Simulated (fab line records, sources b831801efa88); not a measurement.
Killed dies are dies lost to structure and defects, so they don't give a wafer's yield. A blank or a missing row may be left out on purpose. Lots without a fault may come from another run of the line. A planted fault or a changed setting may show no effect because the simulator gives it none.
fab line records | flow sky130
record lots=24 wafers=72 last_day=50
route steps=708 shown SD_N@350 CONTACT@411 VIA1@471 VIA2@528 METAL4@635 VIA4@640
lots that met no fault: from a run of the same line without faults
start_h: hours from the record's first day to the start of the lot's first wafer shown | wait_h: hours since the lot's step before | " the same as in the row above | L1.1+2: a row that stands for several wafers | - no value, or no start given | * or withheld: withheld | < > ~ a bound
route shown NAME@n: a module of which the file shows steps, and the number in the route of the first | usual: mean/standard deviation of fault-free wafers | same: alike in all rows | chamber/n: place in a boat | sites: the reading at each site | _std_site: their standard deviation | _edge_site: outer sites' mean less inner sites' | radius_mm: how far each site lies from the wafer's centre | mask NAME#n: copy n | behind: the tool/chamber that last shaped the wafer | hold: why the lot was held/for how many hours/how that ended | device: the transistor (n, p or np) that didn't switch | end of line: the same wafers' tests at the end of the route | a step without rows: its recipe alone | killed: dies lost to structure and defects at the first sort, not the wafer's yield | map: a wafer's dies, x killed, . not, _ none there
set.NAME: the setting as run; set.NAME@STEP: as run at that earlier step | model.NAME: the simulator's own value behind a step, which no gauge read
steps of the route over a sample of lots; a table a step, a row a wafer
services: from which hour (start_h, from the record's first day; less than 0 if before it) a tool's chamber was out of use, for how many hours, and why
## steps
# step SKY_SD_N_OVL_MEAS_08
# usual SD_N_OVL=0.9/1.6
# columns lot.wafer tool chamber start_h wait_h SD_N_OVL[nm]
L074.1 overlay-01 - 641.67 0.1 0.4
L074.4 " - " " 1.2
L074.5 " - " " -0.4
L075.1 overlay-02 - 647.62 0.1 1.9
L075.4 " - " " 1.7
L075.5 " - " " 1.3
L076.2 overlay-01 - 665.04 0.1 1.4
L076.5 " - " " 1.9
L076.6 " - " " 3.6
L077.1 overlay-01 - 671.33 0.1 0.4
L077.2 " - " " 0.6
L077.3 " - " " -1.0
L078.2 overlay-02 - 679.89 0.1 -0.6
L078.5 " - " " -0.6
L078.6 " - " " -1.7
L079.1 overlay-01 - 684.22 0.1 -0.2
L079.3 " - " " 0.3
L079.6 " - " " -0.7
L080.3 overlay-02 - 702.08 0.1 2.5
L080.5 " - " " 3.0
L080.6 " - " " 2.1
L081.1 overlay-01 - 713.33 0.1 0.8
L081.2 " - " " 1.6
L081.5 " - " " -0.3
L082.3 overlay-01 - 715.19 0.1 0.2
L082.4 " - " " 1.3
L082.5 " - " " 0.6
L083.1 overlay-01 - 723.18 0.1 0.5
L083.4 " - " " -0.5
L083.6 " - " " 0.6
L084.1 overlay-01 - 728.12 0.1 2.2
L084.2 " - " " 2.4
L084.4 " - " " 2.4
L085.3 overlay-02 - 736.68 0.1 0.5
L085.4 " - " " 0.4
L085.6 " - " " -0.1
L086.1 overlay-01 - 743.97 0.1 0.4
L086.4 " - " " 2.8
L086.6 " - " " 2.9
L087.1 overlay-02 - 749.87 0.1 -0.4
L087.4 " - " " -0.4
L087.5 " - " " 0.3
L088.2 overlay-02 - 756.83 0.1 0.3
L088.3 " - " " 0.9
L088.5 " - " " 2.4
L089.1 overlay-02 - 762.33 0.1 -1.8
L089.2 " - " " 0.6
L089.3 " - " " -1.7
L090.1 overlay-01 - 774.18 0.1 -1.6
L090.4 " - " " -1.6
L090.5 " - " " -1.2
L091.1 overlay-01 - 777.88 0.1 2.7
L091.2 " - " " 2.8
L091.4 " - " " 0.9
L092.1 overlay-02 - 787.38 0.1 3.0
L092.4 " - " " 2.7
L092.6 " - " " 1.8
L093.2 overlay-02 - 793.75 0.1 3.8
L093.3 " - " " 3.3
L093.6 " - " " 1.7
L094.1 overlay-01 - 802.02 0.1 3.0
L094.2 " - " " 2.5
L094.3 " - " " 2.9
L095.1 overlay-02 - 807.17 0.1 1.2
L095.4 " - " " 1.4
L095.5 " - " " 1.9
L096.2 overlay-01 - 816.38 0.1 -2.7
L096.3 " - " " -2.3
L096.4 " - " " -1.5
L097.1 overlay-02 - 818.18 0.1 3.2
L097.3 " - " " 2.6
L097.4 " - " " 3.2
# step SKY_CONTACT_BOW_MEAS_05
# recipe mode=bow
# usual CONTACT_BOW=83/7.4
# columns lot.wafer tool chamber start_h wait_h CONTACT_BOW[um]
L074.1 film_metro-03 - 701.12 0.2 86
L074.4 " - " " 87
L074.5 " - " " 94
L075.1 film_metro-02 - 708.30 0.2 78
L075.4 " - " " 84
L075.5 " - " " 88
L076.2 film_metro-04 - 724.64 0.1 87
L076.5 " - " " 86
L076.6 " - " " 85
L077.1 film_metro-03 - 731.85 0.1 81
L077.2 " - " " 82
L077.3 " - " " 81
L078.2 film_metro-04 - 741.04 0.3 84
L078.5 " - " " 71
L078.6 " - " " 76
L079.1 film_metro-02 - 744.61 0.2 82
L079.3 " - " " 75
L079.6 " - " " 71
L080.3 film_metro-02 - 761.73 0.3 94
L080.5 " - " " 83
L080.6 " - " " 98
L081.1 film_metro-02 - 772.05 0.2 90
L081.2 " - " " 84
L081.5 " - " " 66
L082.3 film_metro-02 - 774.59 0.1 83
L082.4 " - " " 89
L082.5 " - " " 89
L083.1 film_metro-04 - 781.38 0.1 86
L083.4 " - " " 94
L083.6 " - " " 75
L084.1 film_metro-02 - 785.95 0.2 77
L084.2 " - " " 89
L084.4 " - " " 97
L085.3 film_metro-03 - 794.21 0.1 79
L085.4 " - " " 83
L085.6 " - " " 79
L086.1 film_metro-03 - 800.34 0.1 83
L086.4 " - " " 85
L086.6 " - " " 82
L087.1 film_metro-04 - 807.45 0.2 82
L087.4 " - " " 90
L087.5 " - " " 84
L088.2 film_metro-03 - 813.57 0.2 69
L088.3 " - " " 85
L088.5 " - " " 76
L089.1 film_metro-03 - 819.80 0.1 82
L089.2 " - " " 85
L089.3 " - " " 86
L090.1 film_metro-02 - 829.61 0.2 63
L090.4 " - " " 83
L090.5 " - " " 67
L091.1 film_metro-03 - 833.96 0.1 79
L091.2 " - " " 79
L091.4 " - " " 77
L092.1 film_metro-02 - 843.85 0.2 86
L092.4 " - " " 89
L092.6 " - " " 92
L093.2 film_metro-02 - 850.57 0.2 77
L093.3 " - " " 77
L093.6 " - " " 81
L094.1 film_metro-03 - 858.68 0.2 72
L094.2 " - " " 81
L094.3 " - " " 69
L095.1 film_metro-03 - 862.81 0.1 93
L095.4 " - " " 90
L095.5 " - " " 93
L096.2 film_metro-04 - 873.38 0.3 72
L096.3 " - " " 73
L096.4 " - " " 71
L097.1 film_metro-04 - 874.04 0.2 82
L097.3 " - " " 94
L097.4 " - " " 85
# step SKY_VIA1_OVL_MEAS_13
# usual VIA1_OVL=3/4.5
# columns lot.wafer tool chamber start_h wait_h VIA1_OVL[nm]
L074.1 overlay-01 - 786.16 0.1 1
L074.4 " - " " 6
L074.5 " - " " -2
L075.1 overlay-02 - 792.37 0.1 11
L075.4 " - " " 5
L075.5 " - " " 8
L076.2 overlay-02 - 808.97 0.1 4
L076.5 " - " " 2
L076.6 " - " " 2
L077.1 overlay-02 - 814.71 0.1 10
L077.2 " - " " 10
L077.3 " - " " 9
L078.2 overlay-02 - 824.48 0.1 2
L078.5 " - " " 4
L078.6 " - " " 0
L079.1 overlay-01 - 825.68 0.1 4
L079.3 " - " " 1
L079.6 " - " " 5
L080.3 overlay-01 - 842.84 0.1 5
L080.5 " - " " 7
L080.6 " - " " 4
L081.1 overlay-02 - 852.32 0.1 14
L081.2 " - " " 14
L081.5 " - " " 11
L082.3 overlay-01 - 854.64 0.1 1
L082.4 " - " " 5
L082.5 " - " " 11
L083.1 overlay-01 - 862.58 0.1 -1
L083.4 " - " " -5
L083.6 " - " " -2
L084.1 overlay-02 - 866.18 0.1 5
L084.2 " - " " -1
L084.4 " - " " -5
L085.3 overlay-01 - 876.59 0.1 4
L085.4 " - " " 8
L085.6 " - " " 5
L086.1 overlay-02 - 881.87 0.1 3
L086.4 " - " " 8
L086.6 " - " " -1
L087.1 overlay-02 - 887.73 0.1 0
L087.4 " - " " 1
L087.5 " - " " 0
L088.2 overlay-02 - 893.59 0.1 5
L088.3 " - " " -2
L088.5 " - " " -1
L089.1 overlay-02 - 899.73 0.1 3
L089.2 " - " " 7
L089.3 " - " " 2
L090.1 overlay-01 - 910.62 0.1 10
L090.4 " - " " 6
L090.5 " - " " 12
L091.1 overlay-01 - 912.82 0.1 1
L091.2 " - " " 4
L091.4 " - " " 5
L092.1 overlay-01 - 922.97 0.1 2
L092.4 " - " " 3
L092.6 " - " " -2
L093.2 overlay-01 - 929.24 0.1 4
L093.3 " - " " 4
L093.6 " - " " 0
L094.1 overlay-01 - 937.22 0.1 -1
L094.2 " - " " -2
L094.3 " - " " 0
L095.1 overlay-01 - 942.32 0.1 -1
L095.4 " - " " 1
L095.5 " - " " -1
L096.2 overlay-02 - 949.98 0.1 5
L096.3 " - " " 2
L096.4 " - " " 7
L097.1 overlay-01 - 951.57 0.1 7
L097.3 " - " " 8
L097.4 " - " " 0
# step SKY_VIA2_CVD_21
# recipe material=W target_thk_nm=420 time_s=126.4 temp_c=400 pressure_torr=40
# usual chamber_pressure_Torr=39.99/0.088 heater_power_w=765/22 susceptor_temp_C=400.00/0.2
# columns lot.wafer tool chamber start_h wait_h chamber_pressure_Torr heater_power_w susceptor_temp_C
L074.1 cvd_w-02 0 842.31 0.0 39.97 785 399.98
L074.4 " 1 " " 40.03 795 400.14
L074.5 " 0 " " 40.05 784 400.06
L075.1 cvd_w-01 0 848.11 0.0 40.06 756 400.20
L075.4 " 1 " " 39.87 770 399.91
L075.5 " 1 " " 40.10 755 400.17
L076.2 cvd_w-02 1 864.73 0.0 39.86 787 400.07
L076.5 " 1 " " 39.95 772 399.84
L076.6 " 0 " " 40.12 796 399.56
L077.1 cvd_w-01 1 871.86 0.0 40.07 757 400.15
L077.2 " 0 " " 39.90 763 400.04
L077.3 " 0 " " 39.92 763 399.83
L078.2 cvd_w-02 1 880.02 0.0 39.95 807 400.29
L078.5 " 1 " " 40.05 782 400.49
L078.6 " 0 " " 40.01 807 399.85
L079.1 cvd_w-01 1 880.75 0.0 40.09 729 400.31
L079.3 " 0 " " 40.05 754 399.63
L079.6 " 0 " " 39.99 745 399.65
L080.3 cvd_w-02 0 898.65 0.1 40.13 797 399.95
L080.5 " 1 " " 40.20 789 399.80
L080.6 " 0 " " 40.15 799 400.61
L081.1 cvd_w-01 0 907.30 0.0 40.00 769 400.10
L081.2 " 1 " " 39.86 739 400.01
L081.5 " 1 " " 39.89 747 399.63
L082.3 cvd_w-01 1 909.70 0.1 40.00 778 400.34
L082.4 " 0 " " 39.89 750 399.87
L082.5 " 1 " " 39.92 769 400.02
L083.1 cvd_w-01 1 917.42 0.0 39.99 750 400.05
L083.4 " 1 " " 40.05 740 399.95
L083.6 " 0 " " 39.95 753 400.11
L084.1 cvd_w-01 0 919.49 0.0 39.89 763 399.71
L084.2 " 1 " " 40.05 752 399.87
L084.4 " 1 " " 40.03 765 400.17
L085.3 cvd_w-01 1 930.33 0.1 40.01 760 399.98
L085.4 " 0 " " 39.95 769 399.81
L085.6 " 0 " " 39.98 770 399.78
L086.1 cvd_w-01 0 934.97 0.0 40.13 765 400.02
L086.4 " 0 " " 40.07 776 400.20
L086.6 " 0 " " 40.07 780 400.18
L087.1 cvd_w-01 0 942.41 0.0 39.81 761 400.14
L087.4 " 0 " " 39.88 768 400.32
L087.5 " 0 " " 39.93 752 400.14
L088.2 cvd_w-01 1 946.66 0.0 39.86 768 399.95
L088.3 " 0 " " 39.90 751 400.28
L088.5 " 0 " " 39.95 759 399.72
L089.1 cvd_w-02 1 953.82 0.0 40.09 706 399.64
L089.2 " 0 " " 39.92 762 399.88
L089.3 " 1 " " 40.02 713 399.61
L090.1 cvd_w-01 1 963.93 0.0 40.07 743 399.97
L090.4 " 0 " " 39.85 765 400.04
L090.5 " 0 " " 39.88 767 400.13
L091.1 cvd_w-01 0 965.38 0.0 39.98 767 400.28
L091.2 " 1 " " 39.93 770 400.26
L091.4 " 1 " " 39.90 760 399.88
L092.1 cvd_w-02 0 975.55 0.0 39.85 777 399.80
L092.4 " 0 " " 39.97 794 399.79
L092.6 " 0 " " 39.93 794 399.88
L093.2 cvd_w-02 1 981.68 0.0 39.89 727 399.95
L093.3 " 0 " " 39.99 806 400.29
L093.6 " 0 " " 39.99 758 400.31
L094.1 cvd_w-01 0 989.73 0.0 40.07 773 399.95
L094.2 " 1 " " 40.20 761 400.00
L094.3 " 1 " " 39.95 785 399.60
L095.1 cvd_w-01 0 994.87 0.0 39.90 772 399.77
L095.4 " 0 " " 40.00 777 399.71
L095.5 " 1 " " 40.08 769 399.80
L096.2 cvd_w-01 0 1002.02 0.0 40.15 756 399.81
L096.3 " 1 " " 40.07 765 400.44
L096.4 " 0 " " 39.98 784 400.12
L097.1 cvd_w-02 1 1004.07 0.0 39.98 731 400.10
L097.3 " 0 " " 39.93 791 399.94
L097.4 " 1 " " 40.01 743 400.16
# step SKY_METAL4_STRIP_19
# recipe chemistry=O2/N2 power_w=1400 pressure_mtorr=1500 platen_temp_c=withheld o2_flow_sccm=3000 n2_flow_sccm=300 overash_fraction=0.5
# usual drypump_motor_current_A=5.6/0.48 oes_product_au=0.503/0.005 strip_time_to_endpoint_s=6.55/0.057
# columns lot.wafer tool chamber start_h wait_h drypump_motor_current_A oes_product_au rf_hours_counter_h strip_time_to_endpoint_s
L074.1 plasma_asher-01 1 972.70 0.1 5.5 0.506 51 6.59
L074.4 " 1 " " 5.5 0.512 - 6.56
L074.5 " 0 " " 4.9 0.506 - 6.66
L075.1 plasma_asher-02 0 978.53 0.1 6.2 0.504 27 6.53
L075.4 " 0 " " 6.2 0.499 - 6.60
L075.5 " 0 " " 6.2 0.503 - 6.54
L076.2 plasma_asher-02 1 994.30 0.1 5.8 0.499 28 6.48
L076.5 " 0 " " 6.2 0.499 - 6.57
L076.6 " 1 " " 5.8 0.507 - 6.58
L077.1 plasma_asher-02 0 1000.28 0.1 6.2 0.502 29 6.60
L077.2 " 1 " " 5.8 0.502 29 6.59
L077.3 " 0 " " 6.2 0.507 - 6.64
L078.2 plasma_asher-01 0 1007.74 0.1 4.9 0.505 55 6.54
L078.5 " 1 " " 5.5 0.500 - 6.49
L078.6 " 0 " " 4.9 0.512 - 6.68
L079.1 plasma_asher-02 0 1008.50 0.2 6.2 0.511 30 6.59
L079.3 " 0 " " 6.2 0.507 - 6.65
L079.6 " 0 " " 6.2 0.507 - 6.55
L080.3 plasma_asher-02 1 1025.43 0.1 5.8 0.510 - 6.60
L080.5 " 1 " " 5.8 0.508 - 6.60
L080.6 " 0 " " 6.2 0.504 - 6.59
L081.1 plasma_asher-01 1 1033.30 0.1 5.5 0.503 58 6.49
L081.2 " 0 " " 4.9 0.501 58 6.47
L081.5 " 0 " " 4.9 0.502 - 6.43
L082.3 plasma_asher-02 1 1035.58 0.1 5.8 0.506 - 6.57
L082.4 " 0 " " 6.2 0.509 - 6.49
L082.5 " 0 " " 6.2 0.501 - 6.57
L083.1 plasma_asher-04 0 1041.48 0.1 6.3 0.504 113 6.47
L083.4 " 0 " " 6.3 0.503 - 6.45
L083.6 " 1 " " 5.5 0.502 - 6.48
L084.1 plasma_asher-04 0 1044.38 0.1 6.3 0.505 114 6.55
L084.2 " 1 " " 5.5 0.505 114 6.53
L084.4 " 1 " " 5.4 0.503 - 6.51
L085.3 plasma_asher-04 1 1052.93 0.1 5.4 0.502 - 6.55
L085.4 " 0 " " 6.3 0.506 - 6.55
L085.6 " 1 " " 5.5 0.497 - 6.54
L086.1 plasma_asher-01 1 1058.45 0.1 5.5 0.501 60 6.50
L086.4 " 0 " " 4.9 0.501 - 6.47
L086.6 " 0 " " 4.9 0.503 - 6.49
L087.1 plasma_asher-04 0 1065.20 0.1 6.3 0.497 0 6.53
L087.4 " 0 " " 6.3 0.501 - 6.56
L087.5 " 1 " " 5.4 0.504 - 6.51
L088.2 plasma_asher-01 0 1067.95 0.1 4.9 0.504 61 6.61
L088.3 " 0 " " 5.0 0.501 - 6.60
L088.5 " 0 " " 4.9 0.495 - 6.55
L089.1 plasma_asher-04 1 1075.25 0.1 5.4 0.498 1 6.59
L089.2 " 0 " " 6.3 0.502 1 6.54
L089.3 " 0 " " 6.4 0.498 - 6.56
L090.1 plasma_asher-01 1 1083.93 0.1 5.5 0.497 62 6.47
L090.4 " 0 " " 4.9 0.502 - 6.49
L090.5 " 0 " " 5.0 0.503 - 6.49
L091.1 plasma_asher-02 0 1085.30 0.1 6.2 0.504 37 6.55
L091.2 " 1 " " 5.8 0.502 37 6.48
L091.4 " 1 " " 5.8 0.502 - 6.49
L092.1 plasma_asher-01 0 1093.10 0.1 4.9 0.502 63 6.48
L092.4 " 1 " " 5.5 0.496 - 6.55
L092.6 " 0 " " 5.0 0.499 - 6.50
L093.2 plasma_asher-01 1 1098.20 0.1 5.5 0.503 64 6.62
L093.3 " 0 " " 5.0 0.501 - 6.60
L093.6 " 0 " " 5.0 0.499 - 6.53
L094.1 plasma_asher-04 0 1105.35 0.1 6.3 0.494 4 6.55
L094.2 " 1 " " 5.4 0.500 4 6.51
L094.3 " 1 " " 5.5 0.506 - 6.45
L095.1 plasma_asher-01 1 1110.49 0.1 5.5 0.503 65 6.49
L095.4 " 0 " " 4.9 0.494 - 6.47
L095.5 " 1 " " 5.5 0.495 - 6.44
L096.2 plasma_asher-01 1 1116.66 0.1 5.5 0.492 65 6.57
L096.3 " 0 " " 4.9 0.508 - 6.66
L096.4 " 1 " " 5.5 0.505 - 6.60
L097.1 plasma_asher-01 1 1118.60 0.1 5.5 0.507 66 6.64
L097.3 " 0 " " 5.0 0.501 - 6.57
L097.4 " 1 " " 5.5 0.505 - 6.60
# step SKY_VIA4_THK_MEAS_01
# recipe reads=SiO2_of_VIA4_HDPCVD_00
# usual VIA4_HDPCVD_THK=1752/17
# columns lot.wafer tool chamber start_h wait_h VIA4_HDPCVD_THK[nm]
L074.1 film_metro-04 - 973.47 0.1 1740
L074.4 " - " " 1729
L074.5 " - " " 1732
L075.1 film_metro-02 - 979.30 0.1 1749
L075.4 " - " " 1726
L075.5 " - " " 1749
L076.2 film_metro-03 - 995.08 0.1 1740
L076.5 " - " " 1775
L076.6 " - " " 1759
L077.1 film_metro-02 - 1001.10 0.1 1735
L077.2 " - " " 1734
L077.3 " - " " 1760
L078.2 film_metro-03 - 1008.53 0.1 1782
L078.5 " - " " 1759
L078.6 " - " " 1756
L079.1 film_metro-02 - 1009.28 0.1 1744
L079.3 " - " " 1725
L079.6 " - " " 1732
L080.3 film_metro-03 - 1026.19 0.1 1764
L080.5 " - " " 1772
L080.6 " - " " 1793
L081.1 film_metro-03 - 1034.14 0.1 1734
L081.2 " - " " 1753
L081.5 " - " " 1754
L082.3 film_metro-04 - 1036.39 0.1 1787
L082.4 " - " " 1783
L082.5 " - " " 1768
L083.1 film_metro-03 - 1042.35 0.1 1744
L083.4 " - " " 1732
L083.6 " - " " 1751
L084.1 film_metro-03 - 1045.31 0.1 1755
L084.2 " - " " 1736
L084.4 " - " " 1730
L085.3 film_metro-03 - 1053.69 0.1 1739
L085.4 " - " " 1741
L085.6 " - " " 1732
L086.1 film_metro-02 - 1059.31 0.1 1744
L086.4 " - " " 1724
L086.6 " - " " 1728
L087.1 film_metro-02 - 1066.01 0.1 1760
L087.4 " - " " 1750
L087.5 " - " " 1745
L088.2 film_metro-02 - 1068.73 0.1 1756
L088.3 " - " " 1775
L088.5 " - " " 1758
L089.1 film_metro-04 - 1076.02 0.1 1736
L089.2 " - " " 1735
L089.3 " - " " 1732
L090.1 film_metro-04 - 1084.77 0.1 1754
L090.4 " - " " 1766
L090.5 " - " " 1740
L091.1 film_metro-02 - 1086.07 0.1 1774
L091.2 " - " " 1758
L091.4 " - " " 1746
L092.1 film_metro-04 - 1093.90 0.1 1754
L092.4 " - " " 1775
L092.6 " - " " 1756
L093.2 film_metro-03 - 1098.99 0.1 1768
L093.3 " - " " 1752
L093.6 " - " " 1778
L094.1 film_metro-02 - 1106.63 0.1 1769
L094.2 " - " " 1764
L094.3 " - " " 1771
L095.1 film_metro-02 - 1111.44 0.1 1752
L095.4 " - " " 1752
L095.5 " - " " 1752
L096.2 film_metro-02 - 1117.58 0.1 1720
L096.3 " - " " 1748
L096.4 " - " " 1744
L097.1 film_metro-03 - 1119.38 0.1 1756
L097.3 " - " " 1754
L097.4 " - " " 1747
## services
# columns tool chamber start_h hours kind
plasma_asher-04 - 819.50 62.9 repair
plasma_asher-02 - 849.75 0.4 repair
plasma_asher-01 - 866.85 5.1 repair
plasma_asher-02 - 888.90 4.2 repair
cvd_w-02 - 904.00 14.0 pm
cvd_w-02 0 904.00 14.0 vent_cycle
cvd_w-02 1 904.00 14.0 vent_cycle
plasma_asher-01 - 913.97 2.1 repair
plasma_asher-02 - 916.39 10.0 pm
cvd_w-02 0 918.00 - clean
cvd_w-02 1 918.00 - clean
cvd_w-01 - 942.87 1.1 repair
plasma_asher-04 - 989.67 2.8 repair
cvd_w-01 0 1014.71 5.1 repair
plasma_asher-04 - 1027.38 3.0 repair
plasma_asher-01 - 1037.59 4.2 repair
plasma_asher-02 - 1044.17 3.9 repair
plasma_asher-04 - 1055.25 9.0 pm
plasma_asher-04 0 1055.25 9.0 vent_cycle
plasma_asher-04 1 1055.25 9.0 vent_cycle
plasma_asher-04 0 1064.25 - clean
plasma_asher-04 1 1064.25 - clean
## key
fault none
